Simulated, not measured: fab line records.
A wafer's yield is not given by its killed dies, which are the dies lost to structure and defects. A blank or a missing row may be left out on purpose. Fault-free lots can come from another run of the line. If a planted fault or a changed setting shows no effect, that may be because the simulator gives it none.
Which of the tools did it?	flow sky130	33 wafers from 11 lots sampled at 3 of the route's 708 steps

## WHAT THE GAUGES SHOWED, per wafer
SKY_NWELL_OVL_MEAS_10.
lot	measured	on	NWELL_00_OVL (nm)
L995	day 4 11:29	overlay-01	2.5 1.5 4.0
L996	day 4 18:02	overlay-02	0.8 3.8 0.5
L997	day 5 02:17	overlay-02	0.4 -2.0 -1.6
L100	day 5 18:47	overlay-02	1.4 0.2 0.1
L102	day 6 14:02	overlay-02	-0.9 -0.2 -1.2
L103	day 6 13:32	overlay-02	1.4 1.2 -0.5
L107	day 7 10:14	overlay-02	-3.3 -1.6 -4.4
L108	day 7 18:47	overlay-01	- - -
L112	day 8 15:41	overlay-01	0.8 1.1 -1.1
L117	day 9 21:16	overlay-02	-1.0 -0.1 0.5
L118	day 10 13:22	overlay-01	1.7 1.4 2.4

## WHICH TOOL RAN EACH LOT (tool, then ch and the chambers of the sampled wafers, then the start)
lot	SKY_FIELD_ISO_STRIP_16	SKY_NWELL_EXPOSE_07
L995	plasma-asher-03 ch 0,1, day 2 03:44	iline-stepper-02 ch 0, day 4 03:42
L996	plasma-asher-03 ch 0,1, day 2 10:29	iline-stepper-01 ch 0, day 4 09:55
L997	plasma-asher-04 ch 0,1, day 2 13:55	iline-stepper-02 ch 0, day 4 17:28
L100	plasma-asher-01 ch 0,1, day 3 08:40	iline-stepper-01 ch 0, day 5 10:01
L102	plasma-asher-04 ch 0,1, day 3 23:19	iline-stepper-01 ch 0, day 6 04:55
L103	plasma-asher-03 ch 0,1, day 3 23:19	iline-stepper-02 ch 0, day 6 04:39
L107	plasma-asher-01 ch 0,1, day 4 18:36	iline-stepper-02 ch 0, day 7 00:56
L108	plasma-asher-03 ch 0,1, day 5 03:13	iline-stepper-02 ch 0, day 7 09:02
L112	plasma-asher-01 ch 1, day 5 22:26	iline-stepper-01 ch 0, day 8 05:04
L117	plasma-asher-03 ch 0,1, day 6 22:49	iline-stepper-01 ch 0, day 9 12:52
L118	plasma-asher-04 ch 0,1, day 7 04:40	iline-stepper-02 ch 0, day 10 01:01
- SKY_FIELD_ISO_STRIP_16: strips in O2/N2.
- SKY_NWELL_EXPOSE_07: exposes mask NWM, target cd 840 nm.

## THE ANSWER, worked out from the rows above alone
Rule: usual is defined by the lots themselves. The widest of any qualifying gaps counts: lots, ordered by their means at a reading, are off when they make up no more than a third of the lots, leave a main group of 4 or more, and stand apart from it by 3 or more times the standard deviation of that group's means. A main group is skipped when, at the precision printed for the reading in the tables above, its means are all equal. A lot without any number at a reading at which 4 lots or more have one is off too. The other lots that the step has rows for count as sound.
Off: L108, at SKY_NWELL_OVL_MEAS_10 (NWELL_00_OVL). Without a number there: L108. The main group has a mean of 0.3 nm with a standard deviation of 1.6.
A tool fits if, at a process step before that reading, it ran every lot that is off, and no sound lot after the first of them. The gauges at SKY_NWELL_OVL_MEAS_10 are tried like those tools. None of those tried fits.

## WHAT THE SIMULATOR HAD INSERTED
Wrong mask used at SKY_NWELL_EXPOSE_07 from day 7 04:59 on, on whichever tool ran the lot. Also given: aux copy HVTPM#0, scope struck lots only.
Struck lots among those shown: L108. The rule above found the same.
